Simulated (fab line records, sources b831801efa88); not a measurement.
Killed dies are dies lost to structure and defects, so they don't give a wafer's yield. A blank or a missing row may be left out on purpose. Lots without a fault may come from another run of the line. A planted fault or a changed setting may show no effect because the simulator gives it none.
fab line records | flow sky130
record lots=5 wafers=15 last_day=49
route steps=708 shown SONOS_TUNNEL@160 SONOS_ONO@168 GATE_OXIDE@187 PAD_OPEN@708
lots that met no fault: from a run of the same line without faults
start_h: hours from the record's first day to the start of the lot's first wafer shown | wait_h: hours since the lot's step before | " the same as in the row above | L1.1+2: a row that stands for several wafers | - no value, or no start given | * or withheld: withheld | < > ~ a bound
route shown NAME@n: a module of which the file shows steps, and the number in the route of the first | usual: mean/standard deviation of fault-free wafers | same: alike in all rows | chamber/n: place in a boat | sites: the reading at each site | _std_site: their standard deviation | _edge_site: outer sites' mean less inner sites' | radius_mm: how far each site lies from the wafer's centre | mask NAME#n: copy n | behind: the tool/chamber that last shaped the wafer | hold: why the lot was held/for how many hours/how that ended | device: the transistor (n, p or np) that didn't switch | end of line: the same wafers' tests at the end of the route | a step without rows: its recipe alone | killed: dies lost to structure and defects at the first sort, not the wafer's yield | map: a wafer's dies, x killed, . not, _ none there
set.NAME: the setting as run; set.NAME@STEP: as run at that earlier step | model.NAME: the simulator's own value behind a step, which no gauge read
lots at some steps of the route; a table a step, a row a wafer
## steps
# step SKY_SONOS_TUNNEL_DEVELOP_06
# recipe resist=NOVOLAK developer=TMAH develop_time_s=57.16 dev_temp_c=23
# step SKY_SONOS_TUNNEL_IMPLANT_09
# recipe species=B energy_kev=20 dose_cm2=1e+12 tilt_deg=withheld
# step SKY_SONOS_TUNNEL_WET_ETCH_10
# recipe chemistry=dHF target_depth_nm=14 target=SiO2 dilution=100:1 temp_c=25 time_s=280
# step SKY_SONOS_TUNNEL_STRIP_11
# recipe chemistry=SPM time_s=600 temp_c=130
# step SKY_SONOS_TUNNEL_CLEAN_13
# recipe chemistry=dHF time_s=20 dilution=100:1 dry=ipa_marangoni
# step SKY_SONOS_ONO_OXIDATION_00
# recipe temp_c=800 ambient=O2 idle_temp_c=700 ramp_up_c_per_min=10 ramp_down_c_per_min=3 stabilise_s=600 purge_s=300 target_thk_a=26 ox_time_s=1249
# step SKY_SONOS_ONO_CVD_02
# recipe material=Si3N4 precursor=DCS/NH3 target_thk_nm=10.5 temp_c=770 time_s=180 pressure_mtorr=250
# step SKY_SONOS_ONO_CVD_04
# recipe material=SiO2 precursor=SiH4/N2O target_thk_nm=5.7199 temp_c=900 pressure_mtorr=400
# usual spike_tc_upper_C=900.2/1.1
# columns lot.wafer tool chamber start_h wait_h spike_tc_upper_C model.SiO2_of_SONOS_ONO_CVD_04.thk_nm
L657.3 lpcvd-03 0 304.74 0.0 898.1 6.227
L657.4 " 0 " " 901.0 6.203
L657.5 " 0 " " 900.6 6.18
L658.2 lpcvd-03 1 318.51 0.0 900.0 6.389
L658.3 " 1 " " 901.0 6.218
L658.5 " 1 " " 900.9 6.264
L659.2 lpcvd-03 0 322.77 0.0 900.9 6.424
L659.3 " 0 " " 901.0 6.414
L659.5 " 0 " " 898.9 6.383
L667.1 lpcvd-03 0 391.25 0.1 898.9 5.651
L667.3 " 0 " " 901.1 5.635
L667.4 " 0 " " 901.9 5.585
L669.2 lpcvd-03 1 400.68 0.0 900.1 5.681
L669.4 " 1 " " 899.2 5.635
L669.5 " 1 " " 899.5 5.7
# step SKY_SONOS_ONO_THK_MEAS_05
# recipe reads=SiO2_of_SONOS_ONO_CVD_04
# usual SONOS_ONO_CVD_04_THK=5.72/0.1
# columns lot.wafer tool chamber start_h wait_h SONOS_ONO_CVD_04_THK[nm]
L657.3 film_metro-02 - 306.01 0.0 6.24
L657.4 " - " " 6.18
L657.5 " - " " 6.20
L658.2 film_metro-03 - 319.77 0.0 6.38
L658.3 " - " " 6.20
L658.5 " - " " 6.25
L659.2 film_metro-01 - 324.03 0.0 6.43
L659.3 " - " " 6.39
L659.5 " - " " 6.39
L667.1 film_metro-02 - 392.50 0.0 5.65
L667.3 " - " " 5.65
L667.4 " - " " 5.57
L669.2 film_metro-02 - 401.94 0.0 5.72
L669.4 " - " " 5.62
L669.5 " - " " 5.65
# step SKY_SONOS_ONO_DEHYDRATE_06
# recipe temp_c=200 time_s=60
# step SKY_SONOS_ONO_HMDS_07
# recipe prime_time_s=60 prime_temp_c=120
# step SKY_SONOS_ONO_COAT_08
# recipe resist=NOVOLAK spin_rpm=3000 resist_thk_nm=1140
# step SKY_SONOS_ONO_SOFTBAKE_09
# recipe temp_c=90 time_s=60 resist=NOVOLAK
# step SKY_SONOS_ONO_EXPOSE_10
# recipe mask_id=ONOM target_cd_nm=410 na=0.6 source_shape=conventional sigma_outer=0.6 dose_mj=150
# step SKY_SONOS_ONO_PEB_11
# recipe temp_c=withheld time_s=* resist=NOVOLAK
# step SKY_SONOS_ONO_DEVELOP_12
# recipe develop_time_s=60 dev_temp_c=23
# step SKY_SONOS_ONO_ETCH_15
# recipe target_depth_nm=19.52 chemistry=CHF3/O2 source_w=600 bias_w=200 pressure_mtorr=40 chf3_flow_sccm=50 O2_flow_sccm=5 time_s=7.8
# step SKY_SONOS_ONO_WET_ETCH_16
# recipe chemistry=dHF target_depth_nm=14 dry=n2_spin target=SiO2 dilution=100:1 temp_c=26.11 time_s=280
# step SKY_SONOS_ONO_STRIP_17
# recipe chemistry=O2/N2 power_w=1400 pressure_mtorr=1500 platen_temp_c=withheld o2_flow_sccm=3000 n2_flow_sccm=300 overash_fraction=0.5
# step SKY_SONOS_ONO_WET_ETCH_18
# recipe chemistry=H3PO4 target_depth_nm=15 target=Si3N4 temp_c=160 time_s=172
# step SKY_GATE_OXIDE_CLEAN_00
# recipe chemistry=SC1/SC2 mix=1:4:20 temp_c=70 time_s=150 dry=n2_spin
# step SKY_GATE_OXIDE_OXIDATION_01
# recipe temp_c=900 ambient=O2 stabilise_s=600 purge_s=300 target_thk_a=102.68 ox_time_s=1473
# step SKY_GATE_OXIDE_DEHYDRATE_03
# recipe temp_c=200 time_s=60
# step SKY_GATE_OXIDE_HMDS_04
# recipe prime_time_s=60 prime_temp_c=120
# step SKY_GATE_OXIDE_COAT_05
# recipe resist=NOVOLAK spin_rpm=3000 resist_thk_nm=1140
# step SKY_GATE_OXIDE_SOFTBAKE_06
# recipe temp_c=90 time_s=60 resist=NOVOLAK
# step SKY_GATE_OXIDE_EXPOSE_07
# recipe mask_id=LVOM na=0.6 source_shape=conventional sigma_outer=0.6 polarization=unpolarized target_cd_nm=600 dose_mj=168.2
# step SKY_GATE_OXIDE_PEB_08
# recipe temp_c=withheld time_s=* resist=NOVOLAK
# step SKY_GATE_OXIDE_DEVELOP_09
# recipe resist=NOVOLAK developer=TMAH develop_time_s=60 dev_temp_c=23
# step SKY_GATE_OXIDE_IMPLANT_11
# recipe species=B energy_kev=10 dose_cm2=2.6e+12 tilt_deg=withheld
# step SKY_GATE_OXIDE_WET_ETCH_12
# recipe chemistry=dHF target_depth_nm=16.8 dry=n2_spin target=SiO2 dilution=100:1 temp_c=25 time_s=336
# step SKY_GATE_OXIDE_STRIP_13
# recipe chemistry=O2/N2 power_w=1400 pressure_mtorr=1500 platen_temp_c=withheld o2_flow_sccm=3000 n2_flow_sccm=300 overash_fraction=0.5
# step SKY_GATE_OXIDE_CLEAN_15
# recipe chemistry=SC1/SC2 mix=1:4:20 temp_c=70 time_s=150 dry=n2_spin
# columns lot.wafer tool chamber start_h wait_h model.SiO2_of_SONOS_ONO_CVD_04.thk_nm
L657.3 wet_bench-03 3 361.23 0.0 4.703
L657.4 " 3 " " 4.692
L657.5 " 3 " " 4.666
L658.2 wet_bench-02 2 380.62 0.0 4.869
L658.3 " 2 " " 4.696
L658.5 " 2 " " 4.745
L659.2 wet_bench-03 3 380.91 0.0 4.901
L659.3 " 3 " " 4.898
L659.5 " 3 " " 4.861
L667.1 wet_bench-04 2 454.66 0.1 4.136
L667.3 " 2 " " 4.123
L667.4 " 2 " " 4.062
L669.2 wet_bench-02 1 464.22 0.0 4.16
L669.4 " 1 " " 4.107
L669.5 " 1 " " 4.178
# step SKY_PAD_OPEN_PROBE_99
# usual killed_at_M0_to_M3=42/6.6 killed_at_M4_up=3.0/1.7 killed_at_contacts=24/5.3 killed_at_front_end=15/4.5 killed_at_other=0.2/0.49 killed_dies=83/9 killed_open=45/6.9 killed_short=38/5.8
# same gross_dies=492 killed_at_back_side=0
# columns lot.wafer tool chamber start_h wait_h killed_at_M0_to_M3 killed_at_M4_up killed_at_contacts killed_at_front_end killed_at_other killed_dies killed_open killed_short model.etest.sonos_erased.drive_ua_um model.etest.sonos_uncharged.r_on_ohm_um model.etest.cap_ono.gate_log10_a_cm2 model.etest.cap_ono.gate_bv_v model.etest.cap_ono.tox_acc_nm model.etest.sonos_programmed.vt_v model.etest.sonos_erased.vt_v model.etest.sonos_baked.vt_v
L657.3 prober-01 - 1117.86 0.2 52 4 23 20 0 99 49 47 134.6 832.6 -8.448 17.16 13.29 1.171 -2.072 0.8079
L657.4 prober-01 - 1117.91 0.2 49 1 23 8 0 81 46 35 167.3 824.9 -8.506 16.57 13.43 1.186 -2.049 0.6877
L657.5 prober-01 - 1117.96 0.2 39 3 29 13 1 85 44 41 171.4 838.6 -8.55 16.89 13.42 1.159 -2.052 0.7222
L659.2 prober-02 - 1130.27 0.1 48 3 24 6 0 81 43 38 166.1 825.9 -8.558 16.98 13.35 1.16 -2.087 0.7172
L659.3 prober-02 - 1130.32 0.2 45 4 25 10 0 84 48 36 169.7 830 -8.545 16.86 13.4 1.191 -2.076 0.6969
L659.5 prober-02 - 1130.42 0.2 41 2 23 8 0 74 42 32 162.2 824.3 -8.674 17.16 13.38 1.123 -2.026 0.6773
L658.2 prober-01 - 1131.98 0.1 36 5 24 19 0 84 48 36 164.9 827.1 -8.78 17.36 13.5 1.149 -1.971 0.681
L658.3 prober-01 - 1132.03 0.2 32 1 19 14 0 66 40 26 181.9 802.6 -8.492 17.16 13.27 1.257 -2.108 0.8108
L658.5 prober-01 - 1132.13 0.2 33 2 21 20 0 76 44 32 120.9 819.4 -8.573 17.13 13.47 1.159 -1.955 0.7282
L667.1 prober-02 - 1172.65 0.1 47 4 20 14 0 85 42 43 190 799.5 -8.034 16.36 12.93 1.399 -2.19 0.9638
L667.3 prober-02 - 1172.75 0.2 42 4 20 9 0 75 45 30 197.9 803.1 -8.04 15.99 12.96 1.433 -2.237 1.004
L667.4 prober-02 - 1172.80 0.2 42 3 32 18 0 95 58 37 166.2 810 -7.871 16.08 12.87 1.442 -2.225 1.015
L669.2 prober-02 - 1186.05 0.1 50 5 31 14 0 100 52 45 151.3 803.8 -8.05 16.41 12.96 1.415 -2.172 0.9416
L669.4 prober-02 - 1186.15 0.2 39 4 26 19 1 89 46 41 176.4 778.5 -7.827 16.09 12.86 1.526 -2.272 0.9968
L669.5 prober-02 - 1186.20 0.2 42 4 20 9 1 76 42 33 146.2 801.4 -7.997 16.44 12.93 1.416 -2.196 0.9651
# killed by level:class
L657.3 METAL1:geometric_particle:short=9 VIA1:geometric_particle:open=9 CONTACT:geometric_particle:open=7 LI_CONTACT:geometric_particle:open=7 FIELD_ISO:geometric_particle:open=6 VIA1:geometric_particle:short=6 VIA2:geometric_particle:open=6 METAL2:geometric_particle:short=5
L657.4 VIA1:geometric_particle:open=15 VIA2:geometric_particle:open=9 CONTACT:geometric_particle:open=8 CONTACT:geometric_particle:short=6 METAL1:geometric_particle:short=6 POLY_GATE:geometric_particle:short=5 LOCAL_INTERCONNECT:geometric_particle:short=5 LI_CONTACT:geometric_particle:open=4
L657.5 LI_CONTACT:geometric_particle:open=10 CONTACT:geometric_particle:open=9 METAL2:geometric_particle:short=9 VIA1:geometric_particle:open=7 VIA2:geometric_particle:open=5 VIA3:geometric_particle:open=5 CONTACT:geometric_particle:short=4 VIA1:geometric_particle:short=4
L659.2 CONTACT:geometric_particle:open=11 VIA1:geometric_particle:open=10 VIA1:geometric_particle:short=7 VIA3:geometric_particle:open=7 METAL3:geometric_particle:short=6 METAL2:geometric_particle:short=6 LI_CONTACT:geometric_particle:open=5 METAL1:geometric_particle:short=5
L659.3 VIA1:geometric_particle:open=11 CONTACT:geometric_particle:open=10 LI_CONTACT:geometric_particle:open=7 VIA1:geometric_particle:short=7 VIA2:geometric_particle:open=6 METAL2:geometric_particle:short=5 METAL3:geometric_particle:short=4 METAL4:geometric_particle:short=4
L659.5 VIA1:geometric_particle:open=11 CONTACT:geometric_particle:open=9 LI_CONTACT:geometric_particle:open=6 VIA3:geometric_particle:open=6 METAL1:geometric_particle:short=5 VIA2:geometric_particle:short=4 VIA1:geometric_particle:short=4 METAL2:geometric_particle:short=4
L658.2 VIA1:geometric_particle:open=9 FIELD_ISO:geometric_particle:open=8 LI_CONTACT:geometric_particle:open=7 POLY_GATE:geometric_particle:short=6 VIA3:geometric_particle:open=6 CONTACT:geometric_particle:short=5 CONTACT:geometric_particle:open=5 METAL1:geometric_particle:short=4
L658.3 VIA1:geometric_particle:open=11 CONTACT:geometric_particle:open=8 POLY_GATE:geometric_particle:short=6 VIA2:geometric_particle:open=6 LI_CONTACT:geometric_particle:open=5 CONTACT:geometric_particle:short=5 METAL1:geometric_particle:short=5 POLY_GATE:geometric_particle:open=3
L658.5 VIA1:geometric_particle:open=13 CONTACT:geometric_particle:open=9 FIELD_ISO:geometric_particle:open=5 FIELD_ISO:geometric_particle:short=5 POLY_GATE:geometric_particle:short=5 LI_CONTACT:geometric_particle:open=4 VIA2:geometric_particle:open=4 LI_CONTACT:geometric_particle:short=3
L667.1 VIA1:geometric_particle:open=10 METAL2:geometric_particle:short=8 VIA2:geometric_particle:open=7 LI_CONTACT:geometric_particle:open=6 LOCAL_INTERCONNECT:geometric_particle:short=5 VIA1:geometric_particle:short=5 POLY_GATE:geometric_particle:short=4 CONTACT:geometric_particle:open=4
L667.3 LI_CONTACT:geometric_particle:open=8 CONTACT:geometric_particle:open=8 VIA1:geometric_particle:open=8 VIA2:geometric_particle:open=5 VIA3:geometric_particle:open=5 METAL1:geometric_particle:short=4 METAL2:geometric_particle:short=4 FIELD_ISO:geometric_particle:short=3
L667.4 CONTACT:geometric_particle:open=11 VIA1:geometric_particle:open=10 VIA2:geometric_particle:open=10 LI_CONTACT:geometric_particle:open=8 FIELD_ISO:geometric_particle:short=5 LOCAL_INTERCONNECT:geometric_particle:short=5 FIELD_ISO:geometric_particle:open=4 LI_CONTACT:geometric_particle:short=4
L669.2 CONTACT:geometric_particle:open=12 VIA3:geometric_particle:open=10 METAL2:geometric_particle:short=9 METAL1:geometric_particle:short=7 VIA1:geometric_particle:open=7 LI_CONTACT:geometric_particle:open=6 CONTACT:geometric_particle:short=6 FIELD_ISO:geometric_particle:open=5
L669.4 VIA1:geometric_particle:open=13 CONTACT:geometric_particle:open=10 FIELD_ISO:geometric_particle:short=4 LOCAL_INTERCONNECT:geometric_particle:short=4 POLY_GATE:geometric_particle:open=4 LI_CONTACT:geometric_particle:short=4 METAL1:geometric_particle:short=4 METAL2:geometric_particle:short=4
L669.5 VIA1:geometric_particle:open=10 CONTACT:geometric_particle:open=8 VIA3:geometric_particle:open=7 LI_CONTACT:geometric_particle:open=6 METAL1:geometric_particle:short=5 METAL2:geometric_particle:short=4 VIA1:geometric_particle:short=4 VIA2:geometric_particle:short=4
## key
first_sign step=SKY_SONOS_ONO_THK_MEAS_05 reading=SONOS_ONO_CVD_04_THK direction=up sigmas=5.6 usual=5.72 struck=6.29
effect none on later readings
model_effect step=SKY_SONOS_ONO_CVD_04 value=SiO2_of_SONOS_ONO_CVD_04.thk_nm without=5.687 struck=6.3
model_effect step=SKY_GATE_OXIDE_CLEAN_15 value=SiO2_of_SONOS_ONO_CVD_04.thk_nm without=4.168 struck=4.781
model_effect step=SKY_PAD_OPEN_PROBE_99 value=etest.sonos_erased.drive_ua_um without=193 struck=159.9
met_at SKY_SONOS_ONO_CVD_04
struck_wafers L657.3,L657.4,L657.5,L658.2,L658.3,L658.5,L659.2,L659.3,L659.5
tester_left_out L657,L658,L659
fault kind=process_parameter_drift tool=lpcvd-03 chamber=- onset_h=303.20 steps=SKY_SONOS_ONO_CVD_04 channel=target_thk_nm offset=0.61321 shape=step end_h=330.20 stated=5.7199
# tester_left_out: of these lots the tester's yield and bins aren't shown, on N5 and GAA mostly nor the transistor test; their killed dies are dies lost to structure and defects alone, not to doping, threshold or leakage, so they don't give the yield
